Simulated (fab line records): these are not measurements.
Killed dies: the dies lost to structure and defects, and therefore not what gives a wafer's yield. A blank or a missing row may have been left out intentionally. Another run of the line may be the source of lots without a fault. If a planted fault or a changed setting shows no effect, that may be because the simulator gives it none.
fab line records	flow sky130	part 1 of 2: steps 1 to 30 of 31
record: lots: 7	wafers: 19	lastDay: 50
route steps=708 shown LI_CONTACT@375 LOCAL_INTERCONNECT@387 PAD_OPEN@708
lots that met no fault: from a run of the same line without faults
startH: start of the lot's first displayed wafer, in hours after the record's first day	waitH: how many hours have passed since the lot's step before this one	" same as the row above	L1.1+2: one row covering several wafers at once	- no value, or no start given	* or withheld: withheld	< > ~ a bound
route shown NAME@n: NAME is a module with steps in the file, n the number in the route of the first one	usual: mean/standard deviation of fault-free wafers	same: alike in all rows	chamber/n: place in a boat	sites: the reading at each site	_std_site: standard deviation of those values	_edge_site: the outer-site mean with the inner-site mean subtracted	radiusMm: for every site, how far away it sits from the centre of the wafer	mask NAME#n: copy n	behind: the last tool/chamber to shape the wafer	hold: the reason the lot was held/the length of the hold in hours/how it ended	device: names the non-switching transistor (n, p or np)	end of line: the same wafers' tests at the end of the route	for a step that has no rows: nothing shown but its recipe	killed: dies that structure and defects cost at the first sort, which is not the same as the wafer's yield	map: a wafer's dies, x killed, . not, _ none there
set.NAME: the setting the step ran with; set.NAME@STEP: the setting that earlier step ran with	model.NAME: the simulator's own value behind a step, which no gauge read
certain route steps with their lots: each step a table, each wafer a row
services: a tool's chamber out of use, with start hour (startH, from the record's first day; less than 0 if before it), hours out, and reason
== steps ==
step: SKY_LI_CONTACT_OVL_MEAS_13
usual: LI_CONTACT_OVL: 1/6.3
lot.wafer	tool	chamber	startH	waitH	LI_CONTACT_OVL[nm]
L961.2	overlay-02	-	686.95	0.1	9
L961.3	"	-	"	"	1
L961.5	"	-	"	"	-4
L963.1	overlay-02	-	711.13	0.1	-3
L963.4	"	-	"	"	0
L964.4	overlay-01	-	718.02	0.1	17
L964.6	"	-	"	"	6
L966.1	overlay-01	-	733.73	0.1	-7
L966.5	"	-	"	"	6
L966.6	"	-	"	"	5
L972.1	overlay-01	-	779.68	0.1	4
L972.2	"	-	"	"	3
L972.3	"	-	"	"	4
L975.1	overlay-02	-	797.03	0.1	-13
L975.5	"	-	"	"	-11
L975.6	"	-	"	"	-7
L983.1	overlay-01	-	852.25	0.1	-8
L983.3	"	-	"	"	-3
L983.4	"	-	"	"	5
step: SKY_LI_CONTACT_ETCH_14
recipe: chemistry: N2/H2	target: BARC	ionEnergyEv: 200	sourceW: 500	biasW: 100	pressureMtorr: 30	n2FlowSccm: 100	h2FlowSccm: 200	stopOn: SiO2	timeS: 45.9	targetDepthA: 600
usual: drypumpMotorCurrentA: 5.9/0.44	oesProductAu: 0.855/0.0048	throttleValvePct: 13.224/0.0094
lot.wafer	tool	chamber	startH	waitH	drypumpMotorCurrentA	oesProductAu	rfHoursCounterH	throttleValvePct
L961.2	rieDiel-03	0	686.98	0.0	5.0	0.857	8	13.234
L961.3	"	2	"	"	5.7	0.854	15	13.228
L961.5	"	3	"	"	6.0	0.867	-	13.225
L963.1	rieDiel-02	1	711.16	0.0	6.1	0.858	3	13.233
L963.4	"	3	"	"	6.5	0.853	12	13.214
L964.4	rieDiel-03	2	718.06	0.0	5.8	0.863	-	13.238
L964.6	"	3	"	"	6.0	0.850	-	13.221
L966.1	rieDiel-01	1	733.76	0.0	6.0	0.857	11	13.221
L966.5	"	0	"	"	5.8	0.860	-	13.221
L966.6	"	3	"	"	6.4	0.854	-	13.232
L972.1	rieDiel-03	3	779.71	0.0	6.0	0.854	0	13.216
L972.2	"	2	"	"	5.8	0.855	17	13.236
L972.3	"	0	"	"	4.9	0.850	10	13.228
L975.1	rieDiel-01	3	797.07	0.0	6.4	0.852	14	13.209
L975.5	"	2	"	"	5.6	0.858	-	13.217
L975.6	"	3	"	"	6.4	0.853	-	13.210
L983.1	rieDiel-03	0	852.28	0.0	5.0	0.855	13	13.199
L983.3	"	2	"	"	5.8	0.859	19	13.224
L983.4	"	3	"	"	6.0	0.849	3	13.236
step: SKY_LI_CONTACT_ETCH_15
recipe: target: PSG	chemistry: C4F8/O2/Ar	stopOn: Si	taperDeg: 4.15	maskMaterial: KrF-thick	sourceW: 1500	biasW: 1200	pressureMtorr: 40	c4f8FlowSccm: withheld	O2_flow_sccm: 6	Ar_flow_sccm: 300	timeS: withheld	targetDepthA: 6000
step: SKY_LI_CONTACT_STRIP_16
recipe: chemistry: O2/N2	powerW: 1400	pressureMtorr: 1500	platenTempC: withheld	o2FlowSccm: 3000	n2FlowSccm: 300	overashFraction: 0.5
usual: drypumpMotorCurrentA: 5.7/0.46	oesProductAu: 0.375/0.0051	stripTimeToEndpointS: 3.50/0.034
lot.wafer	tool	chamber	startH	waitH	drypumpMotorCurrentA	oesProductAu	rfHoursCounterH	stripTimeToEndpointS
L961.2	plasmaAsher-01	0	687.11	-	5.2	0.373	82	3.49
L961.3	"	1	"	"	6.3	0.371	-	3.51
L961.5	"	0	"	"	5.2	0.376	-	3.45
L963.1	plasmaAsher-02	0	711.29	-	6.0	0.378	101	3.55
L963.4	"	1	"	"	5.8	0.379	-	3.52
L964.4	plasmaAsher-02	0	718.20	-	6.0	0.375	-	3.50
L964.6	"	0	"	"	6.0	0.367	-	3.41
L966.1	plasmaAsher-03	0	733.89	-	4.8	0.377	29	3.52
L966.5	"	1	"	"	5.8	0.375	-	3.48
L966.6	"	0	"	"	4.8	0.372	-	3.48
L972.1	plasmaAsher-01	0	779.84	-	5.2	0.380	92	3.49
L972.2	"	1	"	"	6.3	0.371	92	3.45
L972.3	"	0	"	"	5.1	0.370	-	3.46
L975.1	plasmaAsher-02	1	797.19	-	5.8	0.377	5	3.51
L975.5	"	0	"	"	6.0	0.371	-	3.56
L975.6	"	1	"	"	5.8	0.375	-	3.50
L983.1	plasmaAsher-02	0	852.41	-	6.0	0.373	11	3.46
L983.3	"	1	"	"	5.8	0.366	-	3.49
L983.4	"	0	"	"	6.0	0.367	-	3.48
step: SKY_LI_CONTACT_CLEAN_17
recipe: chemistry: NMP	timeS: 600	tempC: 60	dry: n2Spin
step: SKY_LI_CONTACT_PRE_CLEAN_18
recipe: gas: Ar	timeS: 5.6	biasV: 358
step: SKY_LI_CONTACT_SPUTTER_19
recipe: material: Ti	targetThkNm: 20	chamberPressurePa: 5	powerW: 2500	substrateTempC: 200	timeS: 106.37
step: SKY_LI_CONTACT_SPUTTER_20
recipe: material: TiN	targetThkNm: 20	chamberPressurePa: 5	powerW: 4000	timeS: 80
step: SKY_LI_CONTACT_CVD_21
recipe: material: W	targetThkNm: 400	timeS: 120.56	tempC: 400	pressureTorr: 40
step: SKY_LI_CONTACT_RS_MEAS_22
recipe: thkMeasGauge: four-point-probe	reads: W_of_LI_CONTACT_CVD_21+TiN_of_LI_CONTACT_SPUTTER_20+Ti_of_LI_CONTACT_SPUTTER_19
usual: LI_CONTACT_W_RS: 0.285/0.0031
lot.wafer	tool	chamber	startH	waitH	LI_CONTACT_W_RS[ohm/sq]
L961.2	filmMetro-01	-	687.70	0.1	0.286
L961.3	"	-	"	"	0.281
L961.5	"	-	"	"	0.287
L963.1	filmMetro-02	-	711.85	0.1	0.287
L963.4	"	-	"	"	0.282
L964.4	filmMetro-03	-	718.80	0.1	0.287
L964.6	"	-	"	"	0.287
L966.1	filmMetro-02	-	734.59	0.2	0.291
L966.5	"	-	"	"	0.290
L966.6	"	-	"	"	0.287
L972.1	filmMetro-02	-	780.42	0.1	0.283
L972.2	"	-	"	"	0.281
L972.3	"	-	"	"	0.282
L975.1	filmMetro-02	-	797.75	0.1	0.285
L975.5	"	-	"	"	0.280
L975.6	"	-	"	"	0.285
L983.1	filmMetro-02	-	852.97	0.1	0.288
L983.3	"	-	"	"	0.285
L983.4	"	-	"	"	0.283
step: SKY_LI_CONTACT_THK_MEAS_23
recipe: thkMeasGauge: xrf	reads: W_of_LI_CONTACT_CVD_21
usual: LI_CONTACT_W_THK: 406/6
lot.wafer	tool	chamber	startH	waitH	LI_CONTACT_W_THK[nm]
L961.2	filmMetro-01	-	687.81	0.1	404
L961.3	"	-	"	"	410
L961.5	"	-	"	"	404
L963.1	filmMetro-02	-	711.97	0.1	402
L963.4	"	-	"	"	409
L964.4	filmMetro-03	-	718.89	0.1	406
L964.6	"	-	"	"	403
L966.1	filmMetro-02	-	734.71	0.1	396
L966.5	"	-	"	"	396
L966.6	"	-	"	"	403
L972.1	filmMetro-02	-	780.54	0.1	411
L972.2	"	-	"	"	417
L972.3	"	-	"	"	415
L975.1	filmMetro-02	-	797.87	0.1	409
L975.5	"	-	"	"	414
L975.6	"	-	"	"	407
L983.1	filmMetro-02	-	853.09	0.1	405
L983.3	"	-	"	"	409
L983.4	"	-	"	"	413
step: SKY_LI_CONTACT_CMP_24
recipe: stopOn: PSG	tOverpolishS: 20	downForcePsi: 3.5	platenRpm: 60	targetThkNm: 0	padVelocityMS: 0.94248
usual: motorCurrentA: 11.2/1.1	overpolishRunS: 19.999/0.009	timeToEndpointS: 94/4.2
lot.wafer	tool	chamber	startH	waitH	motorCurrentA	overpolishRunS	timeToEndpointS
L961.3	cmp-02	2	687.91	0.1	11.2	19.985	99
L961.2	"	3	"	"	12.0	20.001	93
L961.5	"	2	"	"	11.8	20.009	97
L963.4	cmp-02	2	712.03	0.0	11.5	19.987	94
L963.1	"	1	"	"	9.4	19.987	91
L964.4	cmp-02	3	719.07	0.2	11.9	20.018	85
L964.6	"	0	"	"	10.5	20.018	84
L966.1	cmp-02	2	734.92	0.2	11.7	19.991	95
L966.6	"	3	"	"	12.6	20.009	87
L966.5	"	0	"	"	10.1	20.012	87
L972.1	cmp-01	3	780.65	0.1	12.7	20.004	99
L972.2	"	0	"	"	11.7	19.987	92
L972.3	"	1	"	"	11.0	20.008	98
L975.1	cmp-02	1	798.08	0.2	9.3	20.009	96
L975.6	"	2	"	"	11.2	19.987	98
L975.5	"	3	"	"	13.2	20.001	96
L983.4	cmp-02	0	853.15	0.0	10.2	19.999	92
L983.1	"	1	"	"	9.7	20.020	95
L983.3	"	3	"	"	12.2	20.012	92
step: SKY_LOCAL_INTERCONNECT_SPUTTER_00
recipe: material: TiN	targetThkNm: 100	tempC: 300	powerW: 6500	timeS: 83.3	chamberPressurePa: 0.4
usual: throttleValvePct: 29.9/1.2
lot.wafer	tool	chamber	startH	waitH	throttleValvePct	model.TiN_of_LOCAL_INTERCONNECT_SPUTTER_00.thkNm
L961.2	pvdSputter-03	-	688.16	0.1	31.5	100
L961.3	"	-	"	"	30.7	101.3
L961.5	"	-	"	"	30.9	100.8
L963.1	pvdSputter-01	-	712.33	0.1	30.1	90.26
L963.4	"	-	"	"	30.3	88.08
L964.4	pvdSputter-01	-	719.22	0.1	30.0	91.16
L964.6	"	-	"	"	29.9	100.6
L966.1	pvdSputter-01	-	735.07	0.1	30.9	88.95
L966.5	"	-	"	"	28.0	98.2
L966.6	"	-	"	"	29.7	98.69
L972.1	pvdSputter-04	-	780.90	0.2	31.5	99.85
L972.2	"	-	"	"	31.1	99.6
L972.3	"	-	"	"	28.8	100.9
L975.1	pvdSputter-03	-	798.23	0.1	30.8	100.2
L975.5	"	-	"	"	29.7	99.14
L975.6	"	-	"	"	31.6	99.22
L983.1	pvdSputter-01	-	853.45	0.2	30.8	101.6
L983.3	"	-	"	"	28.0	99.94
L983.4	"	-	"	"	30.6	99.31
step: SKY_LOCAL_INTERCONNECT_RS_MEAS_01
recipe: thkMeasGauge: four-point-probe	reads: TiN_of_LOCAL_INTERCONNECT_SPUTTER_00
usual: LOCAL_INTERCONNECT_TIN_RS: 14.18/0.18
lot.wafer	tool	chamber	startH	waitH	LOCAL_INTERCONNECT_TIN_RS[ohm/sq]
L961.2	filmMetro-04	-	688.24	0.1	14.12
L961.3	"	-	"	"	13.93
L961.5	"	-	"	"	14.00
L963.1	filmMetro-01	-	712.39	0.0	15.75
L963.4	"	-	"	"	16.17
L964.4	filmMetro-02	-	719.34	0.1	15.61
L964.6	"	-	"	"	14.07
L966.1	filmMetro-01	-	735.13	0.0	15.97
L966.5	"	-	"	"	14.39
L966.6	"	-	"	"	14.32
L972.1	filmMetro-02	-	780.96	0.0	14.19
L972.2	"	-	"	"	14.21
L972.3	"	-	"	"	14.01
L975.1	filmMetro-02	-	798.29	0.0	14.13
L975.5	"	-	"	"	14.29
L975.6	"	-	"	"	14.30
L983.1	filmMetro-02	-	853.51	0.0	13.93
L983.3	"	-	"	"	14.17
L983.4	"	-	"	"	14.23
step: SKY_LOCAL_INTERCONNECT_THK_MEAS_02
recipe: thkMeasGauge: xrf	reads: TiN_of_LOCAL_INTERCONNECT_SPUTTER_00
usual: LOCAL_INTERCONNECT_TIN_THK: 99.8/1.3
lot.wafer	tool	chamber	startH	waitH	LOCAL_INTERCONNECT_TIN_THK[nm]
L961.2	filmMetro-04	-	688.35	0.1	100.0
L961.3	"	-	"	"	101.3
L961.5	"	-	"	"	100.5
L963.1	filmMetro-01	-	712.51	0.1	89.6
L963.4	"	-	"	"	88.1
L964.4	filmMetro-02	-	719.43	0.1	91.1
L964.6	"	-	"	"	100.6
L966.1	filmMetro-01	-	735.25	0.1	88.7
L966.5	"	-	"	"	97.5
L966.6	"	-	"	"	98.1
L972.1	filmMetro-02	-	781.08	0.1	99.4
L972.2	"	-	"	"	99.7
L972.3	"	-	"	"	101.1
L975.1	filmMetro-02	-	798.41	0.1	100.3
L975.5	"	-	"	"	99.0
L975.6	"	-	"	"	99.3
L983.1	filmMetro-02	-	853.63	0.1	102.1
L983.3	"	-	"	"	100.4
L983.4	"	-	"	"	99.6
step: SKY_LOCAL_INTERCONNECT_DEHYDRATE_03
recipe: tempC: 200	timeS: 60
step: SKY_LOCAL_INTERCONNECT_HMDS_04
recipe: primeTimeS: 60	primeTempC: 120
step: SKY_LOCAL_INTERCONNECT_COAT_05
recipe: resist: BARC	tempC: withheld	timeS: withheld	spinRpm: 3000	resistThkNm: 60
step: SKY_LOCAL_INTERCONNECT_COAT_06
recipe: resist: KrF-thick	spinRpm: 3000	resistThkNm: 450
step: SKY_LOCAL_INTERCONNECT_SOFTBAKE_07
recipe: tempC: 100	timeS: 90	resist: KrF-thick
step: SKY_LOCAL_INTERCONNECT_EXPOSE_08
recipe: maskId: LI1M	na: 0.8	sourceShape: annular	sigmaInner: 0.55	sigmaOuter: 0.85	targetCdNm: 170	doseMj: 28
step: SKY_LOCAL_INTERCONNECT_PEB_09
recipe: pebTempC: withheld	pebTimeS: withheld	resist: KrF-thick
step: SKY_LOCAL_INTERCONNECT_DEVELOP_10
recipe: developTimeS: 60	resist: KrF-thick	devTempC: 21
step: SKY_LOCAL_INTERCONNECT_CD_MEAS_11
recipe: targetCdNm: 170
usual: cdNm: 170.1/1.7
lot.wafer	tool	chamber	startH	waitH	cdNm
L961.2	cdSem-01	-	715.52	-	169.0
L961.3	"	-	"	"	169.4
L961.5	"	-	"	"	168.5
L963.1	cdSem-01	-	740.55	-	170.4
L963.4	"	-	"	"	169.5
L964.4	cdSem-02	-	745.86	-	171.8
L964.6	"	-	"	"	171.4
L966.1	cdSem-02	-	763.06	-	168.8
L966.5	"	-	"	"	169.9
L966.6	"	-	"	"	169.9
L972.1	cdSem-02	-	808.38	-	170.5
L972.2	"	-	"	"	170.2
L972.3	"	-	"	"	170.2
L975.1	cdSem-01	-	825.58	-	172.1
L975.5	"	-	"	"	171.3
L975.6	"	-	"	"	171.6
L983.1	cdSem-02	-	878.96	-	166.3
L983.3	"	-	"	"	167.6
L983.4	"	-	"	"	167.6
step: SKY_LOCAL_INTERCONNECT_OVL_MEAS_12
usual: LOCAL_INTERCONNECT_OVL: 2/4.6
lot.wafer	tool	chamber	startH	waitH	LOCAL_INTERCONNECT_OVL[nm]
L961.2	overlay-01	-	715.62	0.1	2
L961.3	"	-	"	"	-1
L961.5	"	-	"	"	5
L963.1	overlay-02	-	740.67	0.1	7
L963.4	"	-	"	"	9
L964.4	overlay-01	-	745.93	0.1	7
L964.6	"	-	"	"	0
L966.1	overlay-01	-	763.18	0.1	1
L966.5	"	-	"	"	1
L966.6	"	-	"	"	9
L972.1	overlay-02	-	808.50	0.1	-5
L972.2	"	-	"	"	8
L972.3	"	-	"	"	-5
L975.1	overlay-02	-	825.70	0.1	5
L975.5	"	-	"	"	3
L975.6	"	-	"	"	9
L983.1	overlay-01	-	879.08	0.1	11
L983.3	"	-	"	"	3
L983.4	"	-	"	"	-4
step: SKY_LOCAL_INTERCONNECT_ETCH_13
recipe: chemistry: N2/H2	target: BARC	ionEnergyEv: 200	biasW: 100	pressureMtorr: 30	n2FlowSccm: 100	h2FlowSccm: 200	icpW: 500	stopOn: SiO2	timeS: 45.9	targetDepthA: 600
usual: drypumpMotorCurrentA: 5.9/0.55	oesProductAu: 0.855/0.0052	throttleValvePct: 13.224/0.0091
lot.wafer	tool	chamber	startH	waitH	drypumpMotorCurrentA	oesProductAu	rfHoursCounterH	throttleValvePct
L961.2	rieMetal-04	0	715.65	0.0	5.6	0.844	8	13.218
L961.3	"	1	"	"	6.4	0.852	-	13.236
L961.5	"	1	"	"	6.4	0.852	-	13.232
L963.1	rieMetal-04	1	740.70	0.0	6.5	0.852	5	13.235
L963.4	"	1	"	"	6.5	0.848	-	13.224
L964.4	rieMetal-02	0	746.02	0.1	5.7	0.851	-	13.246
L964.6	"	0	"	"	5.6	0.853	-	13.221
L966.1	rieMetal-04	0	763.21	0.0	5.6	0.856	9	13.220
L966.5	"	1	"	"	6.5	0.859	-	13.231
L966.6	"	0	"	"	5.6	0.848	-	13.217
L972.1	rieMetal-04	0	808.53	0.0	5.6	0.857	10	13.213
L972.2	"	1	"	"	6.5	0.857	7	13.220
L972.3	"	0	"	"	5.6	0.859	-	13.218
L975.1	rieMetal-04	1	825.73	0.0	6.5	0.864	8	13.214
L975.5	"	1	"	"	6.5	0.852	-	13.226
L975.6	"	0	"	"	5.6	0.862	-	13.203
L983.1	rieMetal-03	0	879.12	0.0	6.6	0.862	17	13.217
L983.3	"	0	"	"	6.6	0.866	-	13.232
L983.4	"	0	"	"	6.6	0.854	-	13.214
step: SKY_LOCAL_INTERCONNECT_METAL_ETCH_14
recipe: targetDepthNm: 110	stopOn: PSG	chemistry: Cl2/BCl3	target: TiN	resistSidewallDeg: 88	pressureMtorr: 10	icpW: 900	biasW: 48.5	Cl2_flow_sccm: 60	bcl3FlowSccm: 30	timeS: 31.4
usual: drypumpMotorCurrentA: 5.9/0.55	oesProductAu: 0.939/0.0082	throttleValvePct: 21.902/0.0098
lot.wafer	tool	chamber	startH	waitH	drypumpMotorCurrentA	oesProductAu	rfHoursCounterH	throttleValvePct
L961.2	rieMetal-04	0	715.72	0.0	5.6	0.938	8	21.908
L961.3	"	1	"	"	6.5	0.945	-	21.904
L961.5	"	1	"	"	6.4	0.957	-	21.903
L963.1	rieMetal-04	1	740.77	0.0	6.4	0.890	6	21.920
L963.4	"	1	"	"	6.4	0.867	-	21.959
L964.4	rieMetal-02	0	746.13	0.1	5.7	0.890	-	21.942
L964.6	"	0	"	"	5.7	0.943	-	21.886
L966.1	rieMetal-04	0	763.28	0.0	5.6	0.880	9	21.953
L966.5	"	1	"	"	6.5	0.927	-	21.888
L966.6	"	0	"	"	5.6	0.939	-	21.915
L972.1	rieMetal-04	0	808.59	0.0	5.6	0.937	10	21.902
L972.2	"	1	"	"	6.5	0.936	7	21.911
L972.3	"	0	"	"	5.6	0.942	-	21.899
L975.1	rieMetal-04	1	825.79	0.0	6.5	0.941	8	21.897
L975.5	"	1	"	"	6.5	0.942	-	21.922
L975.6	"	0	"	"	5.6	0.930	-	21.896
L983.1	rieMetal-03	0	879.24	0.1	6.6	0.950	17	21.891
L983.3	"	0	"	"	6.6	0.944	-	21.913
L983.4	"	0	"	"	6.6	0.935	-	21.896
step: SKY_LOCAL_INTERCONNECT_STRIP_15
recipe: chemistry: O2/N2	powerW: 1400	pressureMtorr: 1500	platenTempC: withheld	o2FlowSccm: 3000	n2FlowSccm: 300	overashFraction: 0.5
usual: drypumpMotorCurrentA: 5.5/0.55	oesProductAu: 0.427/0.0046	stripTimeToEndpointS: 4.718/0.022
lot.wafer	tool	chamber	startH	waitH	drypumpMotorCurrentA	oesProductAu	rfHoursCounterH	stripTimeToEndpointS
L961.2	plasmaAsher-02	0	715.77	0.0	6.0	0.423	102	4.727
L961.3	"	0	"	"	6.0	0.432	-	4.738
L961.5	"	0	"	"	6.0	0.429	-	4.733
L963.1	plasmaAsher-04	1	740.82	0.0	6.2	0.428	66	4.732
L963.4	"	1	"	"	6.2	0.427	-	4.729
L964.4	plasmaAsher-04	0	746.21	0.1	4.9	0.423	-	4.684
L964.6	"	0	"	"	4.8	0.425	-	4.723
L966.1	plasmaAsher-03	0	763.33	0.0	4.8	0.429	32	4.718
L966.5	"	0	"	"	4.8	0.425	-	4.711
L966.6	"	1	"	"	5.8	0.421	-	4.708
L972.1	plasmaAsher-03	1	808.65	0.0	5.8	0.433	37	4.740
L972.2	"	0	"	"	4.8	0.429	37	4.739
L972.3	"	1	"	"	5.8	0.423	-	4.724
L975.1	plasmaAsher-03	0	825.85	0.0	4.8	0.440	38	4.745
L975.5	"	1	"	"	5.8	0.425	-	4.714
L975.6	"	0	"	"	4.8	0.431	-	4.740
L983.1	plasmaAsher-04	0	879.35	0.1	4.8	0.429	80	4.716
L983.3	"	1	"	"	6.2	0.423	-	4.693
L983.4	"	0	"	"	4.9	0.430	-	4.696
step: SKY_LOCAL_INTERCONNECT_STRIP_16
recipe: chemistry: postEtchResidueRemover	timeS: 1200	tempC: 72.5
lot.wafer	tool	chamber	startH	waitH	model.TiN_of_LOCAL_INTERCONNECT_SPUTTER_00.thkNm
L961.2	wetBench-03	3	715.87	0.1	99.62
L961.3	"	3	"	"	100.9
L961.5	"	3	"	"	100.4
L963.1	wetBench-02	1	740.92	0.1	89.83
L963.4	"	1	"	"	87.65
L964.4	wetBench-02	2	746.28	0.0	90.74
L964.6	"	2	"	"	100.1
L966.1	wetBench-02	0	763.43	0.1	88.53
L966.5	"	0	"	"	97.78
L966.6	"	0	"	"	98.27
L972.1	wetBench-03	2	808.75	0.1	99.43
L972.2	"	2	"	"	99.17
L972.3	"	2	"	"	100.5
L975.1	wetBench-01	2	825.95	0.1	99.74
L975.5	"	2	"	"	98.71
L975.6	"	2	"	"	98.8
L983.1	wetBench-02	3	879.45	0.1	101.2
L983.3	"	3	"	"	99.52
L983.4	"	3	"	"	98.89
step: SKY_LOCAL_INTERCONNECT_CLEAN_17
recipe: chemistry: IPA	timeS: 180	tempC: 25
== key ==
firstSign: step: SKY_LOCAL_INTERCONNECT_RS_MEAS_01	reading: LOCAL_INTERCONNECT_TIN_RS	direction: up	sigmas: 9.5	usual: 14.18	struck: 15.88
effect: step: SKY_LOCAL_INTERCONNECT_THK_MEAS_02	reading: LOCAL_INTERCONNECT_TIN_THK	direction: down	sigmas: 8.1	usual: 99.8	struck: 89.4
effect: step: SKY_LOCAL_INTERCONNECT_METAL_ETCH_14	reading: oesProductAu	direction: down	sigmas: 7	usual: 0.939	struck: 0.882
modelEffect: step: SKY_LOCAL_INTERCONNECT_SPUTTER_00	value: TiN_of_LOCAL_INTERCONNECT_SPUTTER_00.thkNm	without: 99.56	struck: 89.61
modelEffect: step: SKY_LOCAL_INTERCONNECT_STRIP_16	value: TiN_of_LOCAL_INTERCONNECT_SPUTTER_00.thkNm	without: 99.14	struck: 89.19
modelEffect: step: SKY_PAD_OPEN_PROBE_99	value: etest.resLi.lineOhmUm	without: 75.13	struck: 83.44
metAt SKY_LOCAL_INTERCONNECT_SPUTTER_00
struckWafers L963.1,L963.4,L964.4,L966.1
testerLeftOut L963,L964,L966
fault: kind: processParameterDrift	tool: pvdSputter-01	chamber: -	onsetH: 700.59	steps: SKY_LOCAL_INTERCONNECT_SPUTTER_00	channel: targetThkNm	offset: -9.9506	shape: step	endH: 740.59	scope: struckWafersOnly	actsIn: theseRecipesOnly	stated: 100
testerLeftOut: of these lots the tester's yield and bins aren't shown, on N5 and GAA mostly nor the transistor test; their killed dies are dies lost to structure and defects alone, not to doping, threshold or leakage, so they don't give the yield
